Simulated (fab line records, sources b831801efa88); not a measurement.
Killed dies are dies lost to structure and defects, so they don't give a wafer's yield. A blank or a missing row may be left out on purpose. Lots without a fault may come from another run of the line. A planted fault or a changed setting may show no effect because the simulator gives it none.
A struck lot beside a sound one | flow sky130 | 43 steps out of a route of 708
Sound: wafers L562.2, L562.3, L562.4. Struck: wafers L569.2, L569.3, L569.5. The cause comes at the end.
At each step with rows: each side's tool, then ch and its chambers, then its first start. Under that, the readings that differ: sound wafers | struck wafers | difference of the means | sigmas: that difference in standard deviations of wafers without a fault.
alike: readings whose means differ by less than 2 such deviations, and words and numbers that are the same on both sides. not compared: withheld readings, readings that some wafer has no value for, bounds like >300 that may hide the same value, and numbers for which the record gives no deviation and whose values overlap.
The two part at a step that has a row with sigmas, a row that says differs or no value, or rows on one side only. Numbers that don't overlap but have no deviation are shown without sigmas and don't part them. A reading that every wafer of one side lacks parts them only if that side has two wafers or more.

first, 7 steps without rows for these wafers: SKY_CAP2M_DEHYDRATE_05 (time 60 s); SKY_CAP2M_HMDS_06 (prime time 60 s); SKY_CAP2M_COAT_07 (resist thk 1140 nm); SKY_CAP2M_SOFTBAKE_08 (time 60 s); SKY_CAP2M_EXPOSE_09 (exposes mask CAP2M, target cd 1000 nm); SKY_CAP2M_PEB_10; SKY_CAP2M_DEVELOP_11 (develop time 60 s).
SKY_CAP2M_OVL_MEAS_12:
  sound on overlay-01, day 43 07:03; struck on overlay-01, day 44 15:45
  alike: CAP2M_OVL
SKY_CAP2M_METAL_ETCH_13: etches TiN in Cl2/BCl3, stops on SiO2, target depth 220 nm, time 62.9 s.
  sound on rie_metal-03 ch 0,1, day 43 07:05; struck on rie_metal-01 ch 0,1, day 44 15:47
  alike: drypump_motor_current_A, oes_product_au, throttle_valve_pct
  not compared: rf_hours_counter_h
SKY_CAP2M_STRIP_14: strips in O2/N2.
  sound on plasma_asher-03 ch 0,1, day 43 07:09; struck on plasma_asher-02 ch 0,1, day 44 15:52
  reading                     | sound       | struck      | difference | sigmas
  drypump_motor_current_A (A) | 5.3 5.2 5.3 | 5.6 6.4 6.4 | +0.9       | +2
  alike: oes_product_au, strip_time_to_endpoint_s
  not compared: rf_hours_counter_h
then, 2 steps without rows for these wafers: SKY_CAP2M_STRIP_15 (strips in post etch residue remover, time 1200 s); SKY_CAP2M_CLEAN_16 (cleans in IPA, time 180 s).
SKY_CAP2M_CLEAN_17: cleans in O3/DIW.
  sound on wet_bench-02 ch 3, day 43 07:41; struck on wet_bench-04 ch 2, day 44 16:24
then, 8 steps without rows for these wafers: SKY_METAL4_DEHYDRATE_05 (time 60 s); SKY_METAL4_HMDS_06 (prime time 60 s); SKY_METAL4_COAT_07 (resist thk 60 nm); SKY_METAL4_COAT_08 (resist thk 1140 nm); SKY_METAL4_SOFTBAKE_09 (time 90 s); SKY_METAL4_EXPOSE_10 (exposes mask MM4, target cd 300 nm); SKY_METAL4_PEB_11; SKY_METAL4_DEVELOP_12 (develop time 60 s).
SKY_METAL4_CD_MEAS_13: target cd 300 nm.
  sound on cd_sem-01, day 44 06:31; struck on cd_sem-01, day 45 14:34
  alike: cd_nm
SKY_METAL4_OVL_MEAS_14:
  sound on overlay-02, day 44 06:37; struck on overlay-02, day 45 14:40
  alike: METAL4_OVL
then, 2 steps without rows for these wafers: SKY_METAL4_DESCUM_15 (chemistry O2, time 8 s); SKY_METAL4_ETCH_16 (etches BARC in N2/H2, stops on SiO2, time 88.2 s, target depth 60 nm).
SKY_METAL4_ETCH_17: etches SiO2 in C4F8/O2/Ar, stops on TiN, time 3.9 s, target depth 15 nm.
  sound on rie_diel-02 ch 0,2,3, day 44 06:47; struck on rie_diel-01 ch 2,3, day 45 14:50
  alike: oes_product_au
  not compared: rf_hours_counter_h
then, 1 step without rows for these wafers: SKY_METAL4_METAL_ETCH_18 (etches the open film in Cl2/BCl3, stops on SiO2, target depth 845 nm, time 183.1 s).
SKY_METAL4_STRIP_19: strips in O2/N2.
  sound on plasma_asher-01 ch 0,1, day 44 06:58; struck on plasma_asher-02 ch 0,1, day 45 15:02
  alike: drypump_motor_current_A, oes_product_au, strip_time_to_endpoint_s
  not compared: rf_hours_counter_h
then, 4 steps without rows for these wafers: SKY_METAL4_STRIP_20 (strips in post etch residue remover, time 1200 s); SKY_METAL4_CLEAN_21 (cleans in IPA, time 180 s); SKY_METAL4_CLEAN_22 (cleans in O3/DIW); SKY_VIA4_HDPCVD_00 (deposits SiO2, target thk 1750 nm, time 291.7 s).
SKY_VIA4_THK_MEAS_01:
  sound on film_metro-03, day 44 07:46; struck on film_metro-04, day 45 15:52
  alike: VIA4_HDPCVD_THK
SKY_VIA4_CMP_02: polishes SiO2.
  sound on cmp-02 ch 0,2,3, day 44 07:49; struck on cmp-02 ch 0,2,3, day 45 15:55
  alike: motor_current_A
SKY_VIA4_BOW_MEAS_03:
  sound on film_metro-01, day 44 08:08; struck on film_metro-01, day 45 16:14
  alike: VIA4_BOW
then, 7 steps without rows for these wafers: SKY_VIA4_DEHYDRATE_04 (time 60 s); SKY_VIA4_HMDS_05 (prime time 60 s); SKY_VIA4_COAT_06 (resist thk 1140 nm); SKY_VIA4_SOFTBAKE_07 (time 60 s); SKY_VIA4_EXPOSE_08 (exposes mask VIM4, target cd 800 nm); SKY_VIA4_PEB_09; SKY_VIA4_DEVELOP_10 (develop time 60 s).
-- the record jumps here: 3 days lie between the struck wafers' starts before and after (it left off in module VIA4 and takes up again in module PAD_OPEN, whose first step shown is number 708 of the route) --
SKY_PAD_OPEN_PROBE_99:
  sound on prober-02, day 47 23:10; struck on prober-02, day 49 02:56
  reading                  | sound       | struck      | difference | sigmas
  killed_at_front_end      | 24 25 25    | 11 14 8     | -14        | -3
  killed_at_other          | 0 0 1       | 29 24 24    | +25        | +45
  killed_short             | 42 44 46    | 28 33 26    | -15        | -2
  sort_bin_3_pad_short (%) | 1.6 0.8 1.4 | 2.8 2.0 1.6 | +0.9       | +2
  alike: defect_limited_yield, killed_at_M0_to_M3, killed_at_M4_up, killed_at_contacts, killed_dies, killed_open, sort_bin_5_function, sort_bin_6_memory, sort_n_pass, sort_yield_pct
  not compared: model.etest.tester.sort_n_pass, model.etest.tester.sort_yield_pct, model.etest.tester.sort_bin_5_pct, model.etest.tester.sort_bin_3_pct

WHERE THEY PART
First at SKY_CAP2M_STRIP_14; last, within this record, at SKY_PAD_OPEN_PROBE_99.

WHY: what the simulator had put in
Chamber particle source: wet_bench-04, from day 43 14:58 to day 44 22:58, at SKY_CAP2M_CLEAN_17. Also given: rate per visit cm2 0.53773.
